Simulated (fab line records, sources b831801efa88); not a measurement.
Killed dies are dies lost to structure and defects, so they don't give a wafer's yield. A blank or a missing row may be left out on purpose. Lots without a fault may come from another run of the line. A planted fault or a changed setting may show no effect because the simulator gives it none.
fab line records | flow sky130
record lots=7 wafers=21 last_day=50
route steps=708 shown METAL4@621 PAD_OPEN@708
lots that met no fault: from a run of the same line without faults
start_h: hours from the record's first day to the start of the lot's first wafer shown | wait_h: hours since the lot's step before | " the same as in the row above | L1.1+2: a row that stands for several wafers | - no value, or no start given | * or withheld: withheld | < > ~ a bound
route shown NAME@n: a module of which the file shows steps, and the number in the route of the first | usual: mean/standard deviation of fault-free wafers | same: alike in all rows | chamber/n: place in a boat | sites: the reading at each site | _std_site: their standard deviation | _edge_site: outer sites' mean less inner sites' | radius_mm: how far each site lies from the wafer's centre | mask NAME#n: copy n | behind: the tool/chamber that last shaped the wafer | hold: why the lot was held/for how many hours/how that ended | device: the transistor (n, p or np) that didn't switch | end of line: the same wafers' tests at the end of the route | a step without rows: its recipe alone | killed: dies lost to structure and defects at the first sort, not the wafer's yield | map: a wafer's dies, x killed, . not, _ none there
set.NAME: the setting as run; set.NAME@STEP: as run at that earlier step | model.NAME: the simulator's own value behind a step, which no gauge read
lots at some steps of the route; a table a step, a row a wafer
services: from which hour (start_h, from the record's first day; less than 0 if before it) a tool's chamber was out of use, for how many hours, and why
## steps
# step SKY_METAL4_DEHYDRATE_05
# recipe temp_c=200 time_s=60
# step SKY_METAL4_HMDS_06
# recipe prime_time_s=60 prime_temp_c=120
# step SKY_METAL4_COAT_07
# recipe resist=BARC temp_c=withheld time_s=withheld spin_rpm=3000 resist_thk_nm=60
# step SKY_METAL4_COAT_08
# recipe resist=KrF-thick spin_rpm=3000 resist_thk_nm=1140
# step SKY_METAL4_SOFTBAKE_09
# recipe temp_c=100 time_s=90 resist=KrF-thick
# step SKY_METAL4_EXPOSE_10
# recipe mask_id=MM4 na=0.68 source_shape=annular sigma_inner=0.4 sigma_outer=0.8 target_cd_nm=300 dose_mj=28
# step SKY_METAL4_PEB_11
# recipe peb_temp_c=withheld peb_time_s=withheld resist=KrF-thick
# step SKY_METAL4_DEVELOP_12
# recipe develop_time_s=60 resist=KrF-thick dev_temp_c=21
# step SKY_METAL4_CD_MEAS_13
# recipe target_cd_nm=300
# usual cd_nm=299.9/1.5
# columns lot.wafer tool chamber start_h wait_h cd_nm
L812.1 cd_sem-01 - 1037.15 - 303.5
L812.2 " - " " 304.0
L812.4 " - " " 303.6
L814.2 cd_sem-01 - 1047.80 - 297.8
L814.3 " - " " 297.4
L814.5 " - " " 297.5
L818.3 cd_sem-01 - 1078.44 - 299.1
L818.4 " - " " 301.2
L818.5 " - " " 299.6
L820.2 cd_sem-02 - 1086.42 - 300.8
L820.4 " - " " 301.3
L820.6 " - " " 299.9
L821.3 cd_sem-02 - 1091.82 - 296.7
L821.4 " - " " 297.5
L821.5 " - " " 296.7
L822.2 cd_sem-01 - 1095.02 - 301.8
L822.3 " - " " 300.0
L822.5 " - " " 300.1
L827.2 cd_sem-02 - 1122.77 - 301.8
L827.3 " - " " 301.5
L827.4 " - " " 301.7
# step SKY_METAL4_OVL_MEAS_14
# usual METAL4_OVL=3/4.5
# columns lot.wafer tool chamber start_h wait_h METAL4_OVL[nm]
L812.1 overlay-02 - 1037.27 0.1 6
L812.2 " - " " 10
L812.4 " - " " 5
L814.2 overlay-02 - 1047.91 0.1 7
L814.3 " - " " 9
L814.5 " - " " 8
L818.3 overlay-01 - 1078.53 0.1 -5
L818.4 " - " " 0
L818.5 " - " " 1
L820.2 overlay-01 - 1086.53 0.1 5
L820.4 " - " " 4
L820.6 " - " " -2
L821.3 overlay-02 - 1091.91 0.1 3
L821.4 " - " " 10
L821.5 " - " " 6
L822.2 overlay-01 - 1095.13 0.1 6
L822.3 " - " " 0
L822.5 " - " " 6
L827.2 overlay-01 - 1122.88 0.1 4
L827.3 " - " " 4
L827.4 " - " " 4
# step SKY_METAL4_DESCUM_15
# recipe chemistry=O2 source_power_w=150 bias_power_w=0 pressure_mtorr=10 temp_c=40 time_s=8
# usual drypump_motor_current_A=5.5/0.4 oes_product_au=0.994/0.0083
# columns lot.wafer tool chamber start_h wait_h drypump_motor_current_A oes_product_au rf_hours_counter_h
L812.1 rie_metal-02 0 1037.31 0.0 5.8 0.980 19
L812.2 " 1 " " 4.9 0.988 10
L812.4 " 1 " " 4.9 0.990 -
L814.2 rie_metal-04 1 1047.94 0.0 5.8 0.992 15
L814.3 " 1 " " 5.8 0.996 -
L814.5 " 1 " " 5.8 0.992 -
L818.3 rie_metal-04 0 1078.57 0.0 5.9 0.999 -
L818.4 " 1 " " 5.8 1.005 -
L818.5 " 1 " " 5.8 1.002 -
L820.2 rie_metal-02 1 1086.56 0.0 4.9 0.996 13
L820.4 " 0 " " 5.8 0.980 -
L820.6 " 1 " " 4.9 1.006 -
L821.3 rie_metal-02 1 1091.95 0.0 4.9 0.992 -
L821.4 " 0 " " 5.8 0.987 -
L821.5 " 0 " " 5.8 0.984 -
L822.2 rie_metal-04 0 1095.16 0.0 6.0 0.999 15
L822.3 " 1 " " 5.7 0.983 -
L822.5 " 1 " " 5.8 0.996 -
L827.2 rie_metal-03 0 1122.91 0.0 5.4 1.002 2
L827.3 " 0 " " 5.4 1.005 -
L827.4 " 1 " " 5.1 0.990 -
# step SKY_METAL4_ETCH_16
# recipe chemistry=N2/H2 target=BARC ion_energy_ev=200 bias_w=100 pressure_mtorr=30 n2_flow_sccm=100 h2_flow_sccm=200 icp_w=500 stop_on=SiO2 time_s=88.2 target_depth_a=600
# usual bias_w=100.00/0.27 drypump_motor_current_A=5.5/0.4 oes_product_au=0.626/0.0044 throttle_valve_pct=13.205/0.0093
# columns lot.wafer tool chamber start_h wait_h bias_w drypump_motor_current_A oes_product_au rf_hours_counter_h throttle_valve_pct
L812.1 rie_metal-02 0 1037.34 0.0 100.14 5.8 0.632 19 13.201
L812.2 " 1 " " 99.73 4.9 0.638 10 13.210
L812.4 " 1 " " 100.13 4.9 0.619 - 13.204
L814.2 rie_metal-04 1 1047.97 0.0 100.01 5.8 0.629 15 13.213
L814.3 " 1 " " 100.40 5.8 0.627 - 13.215
L814.5 " 1 " " 100.47 5.8 0.625 - 13.199
L818.3 rie_metal-04 0 1078.62 0.0 100.01 6.0 0.624 - 13.206
L818.4 " 1 " " 99.77 5.8 0.619 - 13.219
L818.5 " 1 " " 99.45 5.8 0.626 - 13.206
L820.2 rie_metal-02 1 1086.59 0.0 99.93 4.9 0.626 13 13.219
L820.4 " 0 " " 100.01 5.8 0.628 - 13.191
L820.6 " 1 " " 99.81 4.9 0.629 - 13.187
L821.3 rie_metal-02 1 1092.00 0.0 100.40 4.9 0.628 - 13.193
L821.4 " 0 " " 99.95 5.8 0.631 - 13.213
L821.5 " 0 " " 100.14 5.8 0.622 - 13.209
L822.2 rie_metal-04 0 1095.19 0.0 99.89 6.0 0.627 16 13.205
L822.3 " 1 " " 99.90 5.8 0.629 - 13.207
L822.5 " 1 " " 100.07 5.8 0.621 - 13.211
L827.2 rie_metal-03 0 1122.94 0.0 99.93 5.4 0.627 2 13.212
L827.3 " 0 " " 100.30 5.4 0.623 - 13.208
L827.4 " 1 " " 99.76 5.1 0.625 - 13.208
# step SKY_METAL4_ETCH_17
# recipe target=SiO2 stop_on=TiN chemistry=C4F8/O2/Ar source_w=1500 bias_w=1200 pressure_mtorr=40 c4f8_flow_sccm=withheld O2_flow_sccm=6 Ar_flow_sccm=300 time_s=3.9 target_depth_a=150
# usual bias_w=1200/3.5 oes_product_au=0.754/0.0073
# columns lot.wafer tool chamber start_h wait_h bias_w oes_product_au rf_hours_counter_h
L812.1 rie_diel-01 1 1037.44 0.1 1199 0.750 23
L812.2 " 3 " " 1200 0.751 22
L812.4 " 2 " " 1196 0.753 19
L814.2 rie_diel-02 3 1048.07 0.1 1202 0.741 9
L814.3 " 2 " " 1200 0.747 6
L814.5 " 3 " " 1203 0.755 -
L818.3 rie_diel-02 1 1078.69 0.0 1229 0.757 8
L818.4 " 3 " " 1200 0.767 10
L818.5 " 2 " " 1198 0.757 -
L820.2 rie_diel-02 1 1086.69 0.1 1229 0.757 8
L820.4 " 0 " " 1199 0.749 15
L820.6 " 2 " " 1197 0.744 -
L821.3 rie_diel-03 0 1092.07 0.0 1198 0.764 28
L821.4 " 3 " " 1194 0.749 29
L821.5 " 2 " " 1198 0.760 -
L822.2 rie_diel-02 1 1095.29 0.1 1235 0.746 8
L822.3 " 0 " " 1196 0.748 15
L822.5 " 2 " " 1200 0.755 -
L827.2 rie_diel-01 1 1123.04 0.1 1196 0.749 1
L827.3 " 2 " " 1201 0.750 22
L827.4 " 0 " " 1201 0.757 12
# step SKY_METAL4_METAL_ETCH_18
# recipe target_depth_a=8450 stop_on=SiO2 over_etch_frac=0.3 time_s=183.1 chemistry=Cl2/BCl3 resist_sidewall_deg=88 pressure_mtorr=10 icp_w=900 bias_w=48.5 Cl2_flow_sccm=60 bcl3_flow_sccm=30
# usual bias_w=48.50/0.16 drypump_motor_current_A=5.5/0.37 oes_product_au=0.868/0.0058 throttle_valve_pct=22.264/0.0087
# columns lot.wafer tool chamber start_h wait_h bias_w drypump_motor_current_A oes_product_au rf_hours_counter_h throttle_valve_pct
L812.1 rie_metal-03 0 1037.46 0.0 48.53 5.4 0.873 23 22.253
L812.2 " 1 " " 48.46 5.1 0.871 19 22.272
L812.4 " 1 " " 48.24 5.1 0.873 - 22.263
L814.2 rie_metal-02 1 1048.09 0.0 48.56 4.9 0.858 11 22.276
L814.3 " 0 " " 48.15 5.8 0.859 - 22.268
L814.5 " 0 " " 48.22 5.7 0.866 - 22.258
L818.3 rie_metal-03 1 1078.82 0.1 48.69 5.1 0.862 - 22.263
L818.4 " 1 " " 48.43 5.1 0.861 - 22.271
L818.5 " 1 " " 48.51 5.1 0.868 - 22.284
L820.2 rie_metal-03 1 1086.77 0.1 48.63 5.1 0.866 - 22.263
L820.4 " 1 " " 48.39 5.1 0.868 - 22.281
L820.6 " 1 " " 48.45 5.1 0.877 - 22.264
L821.3 rie_metal-03 1 1092.15 0.1 48.45 5.1 0.860 - 22.242
L821.4 " 0 " " 48.47 5.4 0.859 - 22.263
L821.5 " 0 " " 48.49 5.4 0.861 - 22.257
L822.2 rie_metal-02 0 1095.31 0.0 48.59 5.7 0.872 22 22.273
L822.3 " 0 " " 48.71 5.7 0.870 - 22.265
L822.5 " 0 " " 48.65 5.7 0.871 - 22.266
L827.2 rie_metal-04 0 1123.06 0.0 48.60 6.0 0.865 17 22.273
L827.3 " 0 " " 48.24 6.0 0.871 - 22.259
L827.4 " 1 " " 48.50 5.8 0.877 - 22.258
# step SKY_PAD_OPEN_PROBE_99
# usual defect_limited_yield=82.5/1.8 killed_at_M0_to_M3=43/6.9 killed_at_M4_up=3.1/1.8 killed_at_contacts=24/5.1 killed_at_front_end=15/4.8 killed_at_other=0.3/0.48 killed_dies=86/8.9 killed_open=47/6.8 killed_short=39/6.3 sort_bin_3_pad_short=0.8/0.39 sort_bin_5_function=10.3/1.5 sort_bin_6_memory=6.3/1.1 sort_n_pass=406/8.9 sort_yield_pct=82.5/1.8
# same gross_dies=492 killed_at_back_side=0 sort_bin_4_leakage[%]=0 sort_bin_8_speed[%]=0
# columns lot.wafer tool chamber start_h wait_h defect_limited_yield[%] killed_at_M0_to_M3 killed_at_M4_up killed_at_contacts killed_at_front_end killed_at_other killed_dies killed_open killed_short sort_bin_3_pad_short[%] sort_bin_5_function[%] sort_bin_6_memory[%] sort_n_pass sort_yield_pct[%]
L812.1 prober-01 - 1127.28 0.1 83.9 35 4 26 14 0 79 40 38 0.4 9.6 6.1 413 83.9
L812.2 prober-01 - 1127.33 0.1 81.7 50 2 25 13 0 90 52 37 1.0 11.2 6.1 402 81.7
L812.4 prober-01 - 1127.43 0.2 82.1 52 2 28 6 0 88 47 41 1.2 10.2 6.5 404 82.1
L814.2 prober-02 - 1136.82 0.1 80.3 39 6 31 21 0 97 59 38 0.6 12.4 6.7 395 80.3
L814.3 prober-02 - 1136.87 0.2 79.1 48 2 25 27 1 103 50 52 0.8 14.0 6.1 389 79.1
L814.5 prober-02 - 1136.97 0.2 83.1 41 2 24 15 1 83 42 40 0.8 8.7 7.3 409 83.1
L818.3 prober-01 - 1163.85 0.2 83.3 48 4 20 10 0 82 41 41 1.2 9.1 6.3 410 83.3
L818.4 prober-01 - 1163.90 0.2 81.5 40 5 32 14 0 91 57 33 0.6 10.2 7.7 401 81.5
L818.5 prober-01 - 1163.95 0.2 82.7 32 1 25 27 0 85 51 33 0.8 10.4 6.1 407 82.7
L820.2 prober-02 - 1169.10 0.1 79.3 58 4 27 13 0 102 57 45 2.0 12.2 6.5 390 79.3
L820.4 prober-02 - 1169.20 0.2 83.9 43 5 16 15 0 79 42 37 1.0 10.2 4.9 413 83.9
L820.6 prober-02 - 1169.30 0.2 80.7 33 3 32 27 0 95 52 43 1.4 12.2 5.7 397 80.7
L821.3 prober-01 - 1173.95 0.2 79.7 52 8 24 16 0 100 47 53 0.4 12.0 7.9 392 79.7
L821.4 prober-01 - 1174.00 0.2 81.9 40 5 18 26 0 89 50 37 1.2 11.0 5.9 403 81.9
L821.5 prober-01 - 1174.05 0.2 83.3 39 5 26 12 0 82 47 35 1.0 9.3 6.3 410 83.3
L822.2 prober-02 - 1176.32 0.1 83.3 42 4 24 12 0 82 41 41 0 10.8 5.9 410 83.3
L822.3 prober-02 - 1176.37 0.2 83.3 43 1 30 8 0 82 45 36 0.6 10.0 6.1 410 83.3
L822.5 prober-02 - 1176.47 0.2 83.3 46 3 25 7 1 82 46 35 1.0 6.9 8.7 410 83.3
L827.2 prober-01 - 1197.95 0.1 80.9 49 1 26 18 0 94 44 50 0.6 12.4 6.1 398 80.9
L827.3 prober-01 - 1198.00 0.2 81.9 50 3 18 18 0 89 47 42 1.0 11.0 6.1 403 81.9
L827.4 prober-01 - 1198.05 0.2 83.3 35 5 25 17 0 82 42 39 1.0 10.4 5.3 410 83.3
# killed by level:class
L812.1 VIA1:geometric_particle:open=12 CONTACT:geometric_particle:open=9 METAL1:geometric_particle:short=7 FIELD_ISO:geometric_particle:open=6 LI_CONTACT:geometric_particle:short=5 LOCAL_INTERCONNECT:geometric_particle:short=4 CONTACT:geometric_particle:short=4 FIELD_ISO:geometric_particle:short=3
L812.2 VIA1:geometric_particle:open=21 LI_CONTACT:geometric_particle:open=8 VIA1:geometric_particle:short=7 VIA3:geometric_particle:open=6 CONTACT:geometric_particle:open=6 CONTACT:geometric_particle:short=6 POLY_GATE:geometric_particle:short=3 METAL1:geometric_particle:short=3
L812.4 VIA1:geometric_particle:open=13 VIA1:geometric_particle:short=9 LI_CONTACT:geometric_particle:open=8 METAL1:geometric_particle:short=7 CONTACT:geometric_particle:open=6 VIA2:geometric_particle:open=6 VIA3:geometric_particle:open=6 CONTACT:geometric_particle:short=5
L814.2 VIA1:geometric_particle:open=10 LI_CONTACT:geometric_particle:open=9 CONTACT:geometric_particle:open=8 VIA2:geometric_particle:open=8 FIELD_ISO:geometric_particle:short=7 FIELD_ISO:geometric_particle:open=6 CONTACT:geometric_particle:short=6 METAL4:geometric_particle:short=6
L814.3 VIA1:geometric_particle:open=12 CONTACT:geometric_particle:open=11 VIA1:geometric_particle:short=10 VIA2:geometric_particle:open=8 FIELD_ISO:geometric_particle:short=6 METAL2:geometric_particle:short=6 FIELD_ISO:geometric_particle:open=5 POLY_GATE:geometric_particle:open=5
L814.5 LI_CONTACT:geometric_particle:open=8 LOCAL_INTERCONNECT:geometric_particle:short=7 VIA1:geometric_particle:open=6 FIELD_ISO:geometric_particle:open=5 VIA2:geometric_particle:open=5 CONTACT:geometric_particle:open=5 METAL1:geometric_particle:short=5 VIA2:geometric_particle:short=5
L818.3 METAL2:geometric_particle:short=12 VIA3:geometric_particle:open=9 VIA1:geometric_particle:open=8 CONTACT:geometric_particle:open=6 LI_CONTACT:geometric_particle:open=6 CONTACT:geometric_particle:short=5 VIA1:geometric_particle:short=5 FIELD_ISO:geometric_particle:open=4
L818.4 CONTACT:geometric_particle:open=17 VIA3:geometric_particle:open=7 LI_CONTACT:geometric_particle:open=7 VIA1:geometric_particle:open=6 METAL2:geometric_particle:short=6 FIELD_ISO:geometric_particle:short=4 FIELD_ISO:geometric_particle:open=4 VIA2:geometric_particle:open=4
L818.5 FIELD_ISO:geometric_particle:short=11 CONTACT:geometric_particle:open=11 VIA2:geometric_particle:open=7 VIA1:geometric_particle:open=6 VIA3:geometric_particle:open=6 POLY_GATE:geometric_particle:open=5 CONTACT:geometric_particle:short=5 LI_CONTACT:geometric_particle:open=5
L820.2 VIA1:geometric_particle:open=16 CONTACT:geometric_particle:open=9 METAL3:geometric_particle:short=8 METAL1:geometric_particle:short=7 VIA2:geometric_particle:open=7 METAL2:geometric_particle:short=6 VIA3:geometric_particle:open=5 LI_CONTACT:geometric_particle:open=5
L820.4 VIA3:geometric_particle:open=8 VIA2:geometric_particle:open=7 CONTACT:geometric_particle:open=6 LI_CONTACT:geometric_particle:open=5 VIA1:geometric_particle:open=5 POLY_GATE:geometric_particle:open=4 VIA2:geometric_particle:short=4 POLY_GATE:geometric_particle:short=4
L820.6 VIA2:geometric_particle:open=11 LI_CONTACT:geometric_particle:open=9 CONTACT:geometric_particle:short=9 POLY_GATE:geometric_particle:open=7 CONTACT:geometric_particle:open=6 FIELD_ISO:geometric_particle:open=5 POLY_GATE:geometric_particle:short=5 LOCAL_INTERCONNECT:geometric_particle:short=5
L821.3 VIA1:geometric_particle:open=13 METAL2:geometric_particle:short=12 CONTACT:geometric_particle:open=8 POLY_GATE:geometric_particle:short=6 LOCAL_INTERCONNECT:geometric_particle:short=6 VIA3:geometric_particle:open=6 FIELD_ISO:geometric_particle:short=5 CONTACT:geometric_particle:short=5
L821.4 FIELD_ISO:geometric_particle:short=10 VIA1:geometric_particle:open=9 FIELD_ISO:geometric_particle:open=8 VIA3:geometric_particle:open=8 CONTACT:geometric_particle:open=7 LI_CONTACT:geometric_particle:open=7 VIA2:geometric_particle:open=5 POLY_GATE:geometric_particle:short=4
L821.5 CONTACT:geometric_particle:open=16 VIA1:geometric_particle:open=11 VIA2:geometric_particle:open=7 POLY_GATE:geometric_particle:short=4 CONTACT:geometric_particle:short=4 VIA1:geometric_particle:short=4 VIA3:geometric_particle:short=4 FIELD_ISO:geometric_particle:short=3
L822.2 CONTACT:geometric_particle:open=9 VIA1:geometric_particle:open=7 VIA1:geometric_particle:short=7 VIA2:geometric_particle:open=7 METAL1:geometric_particle:short=6 LI_CONTACT:geometric_particle:open=5 CONTACT:geometric_particle:short=4 VIA3:geometric_particle:short=4
L822.3 VIA1:geometric_particle:open=11 CONTACT:geometric_particle:open=10 CONTACT:geometric_particle:short=7 LI_CONTACT:geometric_particle:open=6 VIA1:geometric_particle:short=6 VIA3:geometric_particle:open=4 LI_CONTACT:geometric_particle:short=4 METAL2:geometric_particle:open=4
L822.5 CONTACT:geometric_particle:open=12 VIA1:geometric_particle:open=9 VIA1:geometric_particle:short=8 VIA2:geometric_particle:open=5 LI_CONTACT:geometric_particle:open=4 METAL3:geometric_particle:short=4 VIA3:geometric_particle:open=4 POLY_GATE:geometric_particle:open=3
L827.2 METAL2:geometric_particle:short=11 VIA1:geometric_particle:open=8 LOCAL_INTERCONNECT:geometric_particle:short=7 METAL1:geometric_particle:short=6 CONTACT:geometric_particle:open=6 CONTACT:geometric_particle:short=5 VIA2:geometric_particle:open=5 VIA3:geometric_particle:open=5
L827.3 VIA1:geometric_particle:open=10 CONTACT:geometric_particle:open=8 METAL2:geometric_particle:short=8 METAL1:geometric_particle:short=7 METAL3:geometric_particle:short=6 FIELD_ISO:geometric_particle:open=5 VIA3:geometric_particle:open=5 VIA2:geometric_particle:open=5
L827.4 VIA1:geometric_particle:open=9 LI_CONTACT:geometric_particle:open=8 METAL2:geometric_particle:short=7 FIELD_ISO:geometric_particle:short=6 POLY_GATE:geometric_particle:short=6 CONTACT:geometric_particle:open=6 VIA2:geometric_particle:open=6 VIA3:geometric_particle:open=5
## services
# columns tool chamber start_h hours kind
rie_diel-01 0 1015.51 3.7 repair
rie_diel-03 1 1017.95 19.2 repair
rie_diel-01 3 1051.99 - clean
rie_diel-01 3 1051.99 16.2 scheduled_down
rie_diel-01 3 1051.99 16.2 vent_cycle
rie_diel-03 1 1061.34 5.9 repair
rie_diel-01 1 1073.55 - clean
rie_diel-01 1 1073.55 16.0 scheduled_down
rie_diel-01 1 1073.55 16.0 vent_cycle
rie_metal-03 0 1073.63 - clean
rie_metal-03 0 1073.63 18.3 scheduled_down
rie_metal-03 0 1073.63 18.3 vent_cycle
rie_diel-03 3 1082.42 4.8 repair
rie_diel-03 - 1093.95 0.9 repair
rie_metal-04 0 1107.61 7.8 repair
## key
first_sign step=SKY_METAL4_ETCH_17 reading=bias_w direction=up sigmas=9 usual=1200 struck=1231
effect none on later readings
met_at SKY_METAL4_ETCH_17
struck_wafers L818.3,L820.2,L822.2
fault kind=process_parameter_drift tool=rie_diel-02 chamber=1 onset_h=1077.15 steps=SKY_METAL4_ETCH_17 channel=bias_w offset=34.052 shape=step end_h=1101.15 acts_in=these_recipes_only stated=1200
